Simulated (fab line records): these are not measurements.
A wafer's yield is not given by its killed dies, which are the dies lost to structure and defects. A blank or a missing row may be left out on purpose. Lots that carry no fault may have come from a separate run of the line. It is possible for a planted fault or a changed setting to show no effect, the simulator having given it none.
Which tool was responsible? / flow sky130 / 18 wafers from 6 lots sampled at 4 of the route's 708 steps

## WHAT THE GAUGES SHOWED, per wafer
SKY_CONTACT_BOW_MEAS_05.
lot=L300; measured=day 31 03:23; on=film metro-04; CONTACT_BOW (um)=84 76 91
lot=L305; measured=day 32 15:12; on=film metro-04; CONTACT_BOW (um)=78 89 88
lot=L309; measured=day 34 06:41; on=film metro-04; CONTACT_BOW (um)=59 94 84
lot=L316; measured=day 36 02:42; on=film metro-02; CONTACT_BOW (um)=82 89 91
lot=L320; measured=day 36 22:03; on=film metro-03; CONTACT_BOW (um)=94 79 71
lot=L321; measured=day 37 03:06; on=film metro-04; CONTACT_BOW (um)=82 84 85

## TOOL THAT RAN EACH LOT (tool first, then ch and the chambers of the sampled wafers, then the start)
lot=L300; SKY_LDD_N_COAT_02=litho track-04 ch 0, day 17 15:52; SKY_LDD_N_STRIP_16=plasma asher-04 ch 0,1, day 18 07:58; SKY_CONTACT_CMP_04=cmp-01 ch 0,1,2, day 31 03:14
lot=L305; SKY_LDD_N_COAT_02=litho track-04 ch 0, day 19 09:07; SKY_LDD_N_STRIP_16=plasma asher-01 ch 0,1, day 20 02:33; SKY_CONTACT_CMP_04=cmp-01 ch 0,3, day 32 14:52
lot=L309; SKY_LDD_N_COAT_02=litho track-01 ch 0, day 21 04:53; SKY_LDD_N_STRIP_16=plasma asher-04 ch 0,1, day 21 21:59; SKY_CONTACT_CMP_04=cmp-01 ch 0,3, day 34 06:21
lot=L316; SKY_LDD_N_COAT_02=litho track-04 ch 0, day 23 10:31; SKY_LDD_N_STRIP_16=plasma asher-04 ch 0,1, day 24 03:08; SKY_CONTACT_CMP_04=cmp-01 ch 1,3, day 36 02:22
lot=L320; SKY_LDD_N_COAT_02=litho track-03 ch 0, day 24 07:33; SKY_LDD_N_STRIP_16=plasma asher-03 ch 0,1, day 25 00:46; SKY_CONTACT_CMP_04=cmp-02 ch 1,3, day 36 21:44
lot=L321; SKY_LDD_N_COAT_02=litho track-04 ch 0, day 24 18:07; SKY_LDD_N_STRIP_16=plasma asher-04 ch 0,1, day 25 10:33; SKY_CONTACT_CMP_04=cmp-02 ch 1,3, day 37 02:46
- SKY_LDD_N_COAT_02: resist thk 300 nm.
- SKY_LDD_N_STRIP_16: strips in O2/N2.
- SKY_CONTACT_CMP_04: polishes SiO2.

## THE ANSWER, worked out from the rows above alone
Rule: the usual values come from the lots themselves. The widest of any qualifying gaps counts: lots, ordered by their means at a reading, are off when they make up no more than a third of the lots, leave a main group of 4 or more, and stand apart from it by 3 or more times the standard deviation of that group's means. A main group whose means are all the same, to the digits that the tables above print for the reading, isn't used. A lot without any number at a reading at which 4 lots or more have one is off too. All remaining lots with rows at the step are treated as sound.
No lot is off at any reading shown: from this, nothing can be told.

## WHAT HAD BEEN PUT IN BY THE SIMULATOR
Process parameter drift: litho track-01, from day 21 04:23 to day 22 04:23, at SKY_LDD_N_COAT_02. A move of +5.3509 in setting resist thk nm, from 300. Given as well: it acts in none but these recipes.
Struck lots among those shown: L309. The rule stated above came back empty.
